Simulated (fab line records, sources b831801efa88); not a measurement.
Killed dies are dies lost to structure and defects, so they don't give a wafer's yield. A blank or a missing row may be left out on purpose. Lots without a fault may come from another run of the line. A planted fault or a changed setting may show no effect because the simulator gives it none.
fab line records | flow sky130
record lots=13 wafers=39 last_day=50
route steps=708 shown POLY_GATE@218 LDD_P@257 LDD_HVP@285 PAD_OPEN@708
lots that met no fault: from a run of the same line without faults
start_h: hours from the record's first day to the start of the lot's first wafer shown | wait_h: hours since the lot's step before | " the same as in the row above | L1.1+2: a row that stands for several wafers | - no value, or no start given | * or withheld: withheld | < > ~ a bound
route shown NAME@n: a module of which the file shows steps, and the number in the route of the first | usual: mean/standard deviation of fault-free wafers | same: alike in all rows | chamber/n: place in a boat | sites: the reading at each site | _std_site: their standard deviation | _edge_site: outer sites' mean less inner sites' | radius_mm: how far each site lies from the wafer's centre | mask NAME#n: copy n | behind: the tool/chamber that last shaped the wafer | hold: why the lot was held/for how many hours/how that ended | device: the transistor (n, p or np) that didn't switch | end of line: the same wafers' tests at the end of the route | a step without rows: its recipe alone | killed: dies lost to structure and defects at the first sort, not the wafer's yield | map: a wafer's dies, x killed, . not, _ none there
set.NAME: the setting as run; set.NAME@STEP: as run at that earlier step | model.NAME: the simulator's own value behind a step, which no gauge read
steps of the route over a sample of lots; a table a step, a row a wafer
services: from which hour (start_h, from the record's first day; less than 0 if before it) a tool's chamber was out of use, for how many hours, and why
## steps
# step SKY_POLY_GATE_THK_MEAS_04
# recipe reads=Si3N4_of_POLY_GATE_CVD_03
# usual POLY_GATE_CVD_03_THK=75.0/0.63
# columns lot.wafer tool chamber start_h wait_h POLY_GATE_CVD_03_THK[nm]
L829.1 film_metro-02 - 364.84 0.0 74.4
L829.2 " - " " 73.8
L829.4 " - " " 74.6
L830.2 film_metro-01 - 380.84 0.0 75.6
L830.3 " - " " 75.5
L830.4 " - " " 75.3
L831.2 film_metro-01 - 392.06 0.0 74.9
L831.3 " - " " 74.5
L831.6 " - " " 74.9
L832.1 film_metro-02 - 396.48 0.0 73.2
L832.4 " - " " 73.9
L832.5 " - " " 74.0
L833.2 film_metro-03 - 403.91 0.0 75.2
L833.4 " - " " 75.8
L833.6 " - " " 74.8
L835.1 film_metro-03 - 420.55 0.0 75.4
L835.3 " - " " 76.1
L835.4 " - " " 76.0
L836.1 film_metro-03 - 429.66 0.0 75.5
L836.2 " - " " 74.9
L836.5 " - " " 75.3
L840.3 film_metro-03 - 461.48 0.0 75.6
L840.5 " - " " 76.2
L840.6 " - " " 75.5
L844.2 film_metro-03 - 493.16 0.0 75.9
L844.3 " - " " 75.5
L844.6 " - " " 76.1
L846.2 film_metro-03 - 508.10 0.0 75.5
L846.4 " - " " 75.6
L846.5 " - " " 75.8
L847.2 film_metro-02 - 519.86 0.0 74.9
L847.5 " - " " 75.0
L847.6 " - " " 74.6
L848.2 film_metro-01 - 526.61 0.0 74.3
L848.4 " - " " 74.6
L848.5 " - " " 75.3
L849.3 film_metro-02 - 532.87 0.0 74.5
L849.4 " - " " 75.3
L849.5 " - " " 74.6
# step SKY_POLY_GATE_OVL_MEAS_14
# usual POLY_GATE_OVL=-2/4.7
# columns lot.wafer tool chamber start_h wait_h POLY_GATE_OVL[nm]
L829.1 overlay-02 - 393.50 0.1 -2
L829.2 " - " " 5
L829.4 " - " " 4
L830.2 overlay-02 - 409.56 0.1 5
L830.3 " - " " 7
L830.4 " - " " -1
L831.2 overlay-01 - 422.06 0.1 -12
L831.3 " - " " -9
L831.6 " - " " -10
L832.1 overlay-02 - 426.48 0.1 3
L832.4 " - " " 6
L832.5 " - " " 3
L833.2 overlay-02 - 434.01 0.1 -1
L833.4 " - " " -1
L833.6 " - " " -2
L835.1 overlay-01 - 451.45 0.1 -2
L835.3 " - " " -1
L835.4 " - " " -2
L836.1 overlay-02 - 460.48 0.1 -6
L836.2 " - " " 2
L836.5 " - " " 3
L840.3 overlay-02 - 492.25 0.1 6
L840.5 " - " " 3
L840.6 " - " " 4
L844.2 overlay-01 - 522.51 0.1 -4
L844.3 " - " " 1
L844.6 " - " " -7
L846.2 overlay-02 - 538.31 0.1 -4
L846.4 " - " " -8
L846.5 " - " " -8
L847.2 overlay-01 - 550.14 0.1 1
L847.5 " - " " -2
L847.6 " - " " 1
L848.2 overlay-02 - 556.51 0.1 -1
L848.4 " - " " -2
L848.5 " - " " -2
L849.3 overlay-01 - 562.61 0.1 -3
L849.4 " - " " -4
L849.5 " - " " -4
# step SKY_LDD_P_COAT_02
# recipe resist=NOVOLAK spin_rpm=3000 resist_thk_nm=1140
# columns lot.wafer tool chamber start_h wait_h
L829.1+2+4 litho_track-04 0 442.68 0.1
L830.2+3+4 litho_track-04 0 457.21 0.1
L831.2+3+6 litho_track-04 0 472.76 0.1
L832.1+4+5 litho_track-04 0 476.88 0.1
L833.2+4+6 litho_track-04 0 485.91 0.1
L835.1+3+4 litho_track-04 0 500.78 0.1
L836.1+2+5 litho_track-02 0 510.96 0.1
L840.3+5+6 litho_track-01 0 541.81 0.1
L844.2+3+6 litho_track-02 0 568.14 0.1
L846.2+4+5 litho_track-02 0 585.49 0.1
L847.2+5+6 litho_track-04 0 596.86 0.1
L848.2+4+5 litho_track-02 0 602.24 0.1
L849.3+4+5 litho_track-04 0 610.28 0.1
# step SKY_LDD_P_STRIP_10
# recipe chemistry=O2/N2 power_w=1400 pressure_mtorr=1500 platen_temp_c=withheld o2_flow_sccm=3000 n2_flow_sccm=300 overash_fraction=0.5
# usual drypump_motor_current_A=5.7/0.59 oes_product_au=0.716/0.0043 strip_time_to_endpoint_s=14.17/0.039
# columns lot.wafer tool chamber start_h wait_h drypump_motor_current_A oes_product_au rf_hours_counter_h strip_time_to_endpoint_s
L829.1 plasma_asher-04 0 458.61 0.1 5.2 0.720 56 14.18
L829.2 " 1 " " 5.2 0.719 56 14.12
L829.4 " 0 " " 5.2 0.712 - 14.11
L830.2 plasma_asher-03 0 472.81 0.1 5.9 0.714 41 14.13
L830.3 " 0 " " 5.9 0.723 - 14.21
L830.4 " 1 " " 6.7 0.710 - 14.17
L831.2 plasma_asher-04 0 488.76 0.1 5.2 0.722 59 14.18
L831.3 " 0 " " 5.2 0.714 - 14.16
L831.6 " 1 " " 5.2 0.712 - 14.17
L832.1 plasma_asher-01 1 493.07 0.1 5.3 0.711 5 14.14
L832.4 " 1 " " 5.3 0.709 - 14.14
L832.5 " 1 " " 5.3 0.712 - 14.15
L833.2 plasma_asher-03 1 501.32 0.1 6.7 0.718 43 15.32
L833.4 " 1 " " 6.7 0.717 - 15.31
L833.6 " 1 " " 6.7 0.713 - 15.24
L835.1 plasma_asher-03 1 516.47 0.1 6.7 0.717 45 15.26
L835.3 " 0 " " 5.9 0.720 - 15.21
L835.4 " 1 " " 6.7 0.716 - 15.22
L836.1 plasma_asher-03 0 526.39 0.1 5.9 0.711 46 14.15
L836.2 " 1 " " 6.7 0.716 46 14.14
L836.5 " 0 " " 5.9 0.722 - 14.19
L840.3 plasma_asher-04 1 556.84 0.1 5.2 0.713 - 14.18
L840.5 " 0 " " 5.2 0.715 - 14.21
L840.6 " 1 " " 5.2 0.719 - 14.20
L844.2 plasma_asher-03 1 583.42 0.1 6.7 0.722 52 14.14
L844.3 " 1 " " 6.7 0.712 - 14.22
L844.6 " 0 " " 5.9 0.712 - 14.19
L846.2 plasma_asher-03 1 600.51 0.1 6.7 0.723 53 14.21
L846.4 " 1 " " 6.7 0.708 - 14.23
L846.5 " 1 " " 6.7 0.714 - 14.17
L847.2 plasma_asher-03 0 611.67 0.1 5.9 0.717 54 14.17
L847.5 " 0 " " 5.9 0.721 - 14.21
L847.6 " 1 " " 6.7 0.715 - 14.18
L848.2 plasma_asher-01 0 617.74 0.1 5.2 0.713 16 14.12
L848.4 " 0 " " 5.3 0.721 - 14.11
L848.5 " 0 " " 5.3 0.715 - 14.14
L849.3 plasma_asher-04 0 625.39 0.1 5.2 0.708 - 14.29
L849.4 " 1 " " 5.2 0.719 - 14.26
L849.5 " 0 " " 5.2 0.717 - 14.25
# step SKY_LDD_HVP_OVL_MEAS_07
# usual LDD_HVP_OVL=0.9/1.7
# columns lot.wafer tool chamber start_h wait_h LDD_HVP_OVL[nm]
L829.1 overlay-02 - 520.26 0.1 1.5
L829.2 " - " " 2.6
L829.4 " - " " 2.4
L830.2 overlay-02 - 533.04 0.1 -1.3
L830.3 " - " " 0.9
L830.4 " - " " 1.8
L831.2 overlay-01 - 548.42 0.1 -1.9
L831.3 " - " " -1.2
L831.6 " - " " -1.2
L832.1 overlay-02 - 552.03 0.1 2.8
L832.4 " - " " 1.5
L832.5 " - " " 0.7
L833.2 overlay-02 - 561.84 0.1 -1.2
L833.4 " - " " -1.9
L833.6 " - " " -1.2
L835.1 overlay-02 - 575.71 0.1 -0.5
L835.3 " - " " 2.3
L835.4 " - " " -0.7
L836.1 overlay-02 - 584.56 0.1 -0.5
L836.2 " - " " 1.4
L836.5 " - " " 0.9
L840.3 overlay-01 - 615.13 0.1 0.5
L840.5 " - " " 1.7
L840.6 " - " " 2.7
L844.2 overlay-01 - 643.43 0.1 1.1
L844.3 " - " " 1.0
L844.6 " - " " 1.0
L846.2 overlay-01 - 657.32 0.1 -1.9
L846.4 " - " " -0.3
L846.5 " - " " -1.4
L847.2 overlay-01 - 674.27 0.1 0.5
L847.5 " - " " 2.0
L847.6 " - " " 1.2
L848.2 overlay-02 - 674.54 0.1 -0.8
L848.4 " - " " -0.5
L848.5 " - " " 0.1
L849.3 overlay-01 - 681.89 0.1 1.0
L849.4 " - " " -0.1
L849.5 " - " " 0.7
# step SKY_PAD_OPEN_PROBE_99
# usual killed_at_M0_to_M3=45/7.2 killed_at_M4_up=3.0/1.8 killed_at_contacts=25/6.1 killed_at_front_end=14/4.4 killed_at_other=0.2/0.44 killed_dies=88/10 killed_on_rim=17/3.5 killed_open=48/7.4 killed_short=40/6.3
# same gross_dies=492 killed_at_back_side=0
# columns lot.wafer tool chamber start_h wait_h killed_at_M0_to_M3 killed_at_M4_up killed_at_contacts killed_at_front_end killed_at_other killed_dies killed_on_rim killed_open killed_short
L831.2 prober-02 - 1114.71 0.1 63 3 33 9 0 108 19 49 59
L831.3 prober-02 - 1114.76 0.2 57 3 24 13 0 97 17 58 39
L831.6 prober-02 - 1114.91 0.2 44 3 21 15 0 83 17 38 45
L833.2 prober-01 - 1123.30 0.1 53 5 26 13 0 97 15 50 47
L833.4 prober-01 - 1123.40 0.2 43 4 31 11 0 89 15 47 42
L833.6 prober-01 - 1123.50 0.2 46 2 32 6 0 86 15 50 36
L835.1 prober-02 - 1133.25 0.1 39 4 29 9 0 81 18 43 38
L835.3 prober-02 - 1133.35 0.2 43 0 31 18 1 93 19 43 50
L835.4 prober-02 - 1133.40 0.2 35 1 25 10 1 72 24 33 39
L836.1 prober-01 - 1137.28 0.1 51 1 27 18 1 98 15 48 50
L836.2 prober-01 - 1137.33 0.1 55 1 26 11 0 93 23 55 38
L836.5 prober-01 - 1137.48 0.2 51 2 25 24 0 102 23 61 41
L844.2 prober-02 - 1176.98 0.1 44 2 20 20 0 86 23 57 29
L844.3 prober-02 - 1177.03 0.2 42 4 19 14 0 79 17 47 32
L844.6 prober-02 - 1177.18 0.2 41 3 18 9 0 71 10 39 32
L849.3 prober-01 - 1197.66 0.2 46 1 26 18 0 91 26 59 32
L849.4 prober-01 - 1197.71 0.2 35 4 40 14 0 93 18 54 39
L849.5 prober-01 - 1197.76 0.2 40 2 29 9 1 81 13 35 46
# killed by level:class
L831.2 CONTACT:geometric_particle:open=11 VIA1:geometric_particle:open=10 METAL2:geometric_particle:short=10 VIA2:geometric_particle:short=10 CONTACT:geometric_particle:short=8 VIA3:geometric_particle:open=8 LI_CONTACT:geometric_particle:open=6 METAL1:geometric_particle:short=6
L831.3 VIA3:geometric_particle:open=13 VIA2:geometric_particle:open=11 LI_CONTACT:geometric_particle:open=10 VIA1:geometric_particle:open=8 METAL2:geometric_particle:short=6 LOCAL_INTERCONNECT:geometric_particle:short=5 CONTACT:geometric_particle:open=5 METAL1:geometric_particle:short=4
L831.6 VIA1:geometric_particle:open=14 METAL2:geometric_particle:short=8 CONTACT:geometric_particle:open=6 METAL1:geometric_particle:short=6 LOCAL_INTERCONNECT:geometric_particle:short=5 SPACER:geometric_particle:short=4 SPACER:geometric_particle:open=4 CONTACT:geometric_particle:short=4
L833.2 CONTACT:geometric_particle:open=10 VIA1:geometric_particle:open=9 VIA3:geometric_particle:open=9 VIA1:geometric_particle:short=7 METAL2:geometric_particle:short=7 VIA2:geometric_particle:open=6 CONTACT:geometric_particle:short=6 VIA2:geometric_particle:short=5
L833.4 VIA1:geometric_particle:open=12 LI_CONTACT:geometric_particle:open=9 CONTACT:geometric_particle:open=8 CONTACT:geometric_particle:short=8 VIA2:geometric_particle:open=7 LI_CONTACT:geometric_particle:short=6 METAL2:geometric_particle:short=5 VIA3:geometric_particle:open=5
L833.6 LI_CONTACT:geometric_particle:open=13 CONTACT:geometric_particle:open=10 VIA1:geometric_particle:open=8 VIA2:geometric_particle:open=7 LOCAL_INTERCONNECT:geometric_particle:short=6 METAL1:geometric_particle:short=5 VIA1:geometric_particle:short=5 VIA3:geometric_particle:open=5
L835.1 CONTACT:geometric_particle:open=15 CONTACT:geometric_particle:short=7 VIA2:geometric_particle:open=7 METAL2:geometric_particle:short=6 VIA3:geometric_particle:open=5 VIA1:geometric_particle:short=5 LI_CONTACT:geometric_particle:open=4 VIA1:geometric_particle:open=4
L835.3 CONTACT:geometric_particle:open=7 LI_CONTACT:geometric_particle:open=7 VIA3:geometric_particle:short=7 VIA1:geometric_particle:open=7 CONTACT:geometric_particle:short=6 VIA1:geometric_particle:short=6 VIA2:geometric_particle:open=6 FIELD_ISO:geometric_particle:short=5
L835.4 VIA1:geometric_particle:open=7 CONTACT:geometric_particle:short=6 VIA1:geometric_particle:short=5 LI_CONTACT:geometric_particle:open=5 CONTACT:geometric_particle:open=5 LOCAL_INTERCONNECT:geometric_particle:short=5 VIA2:geometric_particle:open=4 METAL3:geometric_particle:short=4
L836.1 CONTACT:geometric_particle:open=9 METAL1:geometric_particle:short=9 VIA1:geometric_particle:short=9 VIA2:geometric_particle:open=7 FIELD_ISO:geometric_particle:open=6 VIA1:geometric_particle:open=6 LI_CONTACT:geometric_particle:open=6 LOCAL_INTERCONNECT:geometric_particle:short=6
L836.2 CONTACT:geometric_particle:open=13 VIA1:geometric_particle:open=11 VIA1:geometric_particle:short=10 VIA3:geometric_particle:open=10 LI_CONTACT:geometric_particle:open=5 METAL2:geometric_particle:short=5 VIA2:geometric_particle:open=5 METAL3:geometric_particle:short=5
L836.5 VIA1:geometric_particle:open=18 CONTACT:geometric_particle:open=8 VIA2:geometric_particle:open=8 POLY_GATE:geometric_particle:open=6 CONTACT:geometric_particle:short=6 FIELD_ISO:geometric_particle:open=5 POLY_GATE:geometric_particle:short=5 VIA1:geometric_particle:short=5
L844.2 VIA2:geometric_particle:open=10 FIELD_ISO:geometric_particle:short=9 CONTACT:geometric_particle:open=9 VIA1:geometric_particle:open=9 VIA3:geometric_particle:open=9 FIELD_ISO:geometric_particle:open=7 LI_CONTACT:geometric_particle:open=6 METAL1:geometric_particle:open=3
L844.3 FIELD_ISO:geometric_particle:short=8 VIA3:geometric_particle:open=8 VIA1:geometric_particle:open=8 VIA2:geometric_particle:open=6 METAL3:geometric_particle:short=5 LI_CONTACT:geometric_particle:open=5 CONTACT:geometric_particle:open=5 METAL1:geometric_particle:short=4
L844.6 VIA1:geometric_particle:open=12 LI_CONTACT:geometric_particle:open=8 METAL2:geometric_particle:short=6 FIELD_ISO:geometric_particle:open=4 METAL3:geometric_particle:short=4 METAL1:geometric_particle:short=3 CONTACT:geometric_particle:short=3 CONTACT:geometric_particle:open=3
L849.3 VIA1:geometric_particle:open=15 LI_CONTACT:geometric_particle:open=9 CONTACT:geometric_particle:open=9 FIELD_ISO:geometric_particle:open=7 METAL2:geometric_particle:short=5 POLY_GATE:geometric_particle:short=4 LOCAL_INTERCONNECT:geometric_particle:short=4 CONTACT:geometric_particle:short=4
L849.4 CONTACT:geometric_particle:open=16 VIA1:geometric_particle:open=9 LOCAL_INTERCONNECT:geometric_particle:short=8 LI_CONTACT:geometric_particle:open=7 CONTACT:geometric_particle:short=6 VIA3:geometric_particle:open=6 FIELD_ISO:geometric_particle:short=5 VIA1:geometric_particle:short=5
L849.5 CONTACT:geometric_particle:open=8 VIA1:geometric_particle:open=8 VIA1:geometric_particle:short=7 LI_CONTACT:geometric_particle:open=6 LOCAL_INTERCONNECT:geometric_particle:short=6 CONTACT:geometric_particle:short=6 METAL3:geometric_particle:short=5 VIA3:geometric_particle:open=5
## services
# columns tool chamber start_h hours kind
plasma_asher-01 - 421.25 9.0 pm
plasma_asher-01 0 421.25 9.0 vent_cycle
plasma_asher-01 1 421.25 9.0 vent_cycle
plasma_asher-01 - 422.78 0.4 repair
plasma_asher-01 0 430.25 - clean
plasma_asher-01 1 430.25 - clean
plasma_asher-03 - 448.48 2.4 repair
plasma_asher-01 - 453.05 14.6 pm
plasma_asher-01 - 487.41 1.4 repair
plasma_asher-01 - 549.55 1.8 repair
## key
first_sign step=SKY_LDD_P_STRIP_10 reading=strip_time_to_endpoint_s direction=up sigmas=28 usual=* struck=* through=*
effect none on later readings
met_at SKY_LDD_P_COAT_02
struck_lots L833,L835
tester_left_out L833,L835
loop_trim step=SKY_LDD_P_EXPOSE_04 setting=dose lots=L835
not_acting_at SKY_POLY_GATE_THK_MEAS_04,SKY_POLY_GATE_OVL_MEAS_14,SKY_LDD_HVP_OVL_MEAS_07
onset_between 476.88 485.91
fault kind=process_parameter_drift tool=litho_track-04 chamber=- onset_h=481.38 steps=SKY_LDD_P_COAT_02 channel=resist_thk_nm offset=95.457 shape=step end_h=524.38 acts_in=these_recipes_only stated=1140
# tester_left_out: of these lots the tester's yield and bins aren't shown, on N5 and GAA mostly nor the transistor test; their killed dies are dies lost to structure and defects alone, not to doping, threshold or leakage, so they don't give the yield
# loop_trim: a control loop set the setting to another value than it would have without faults
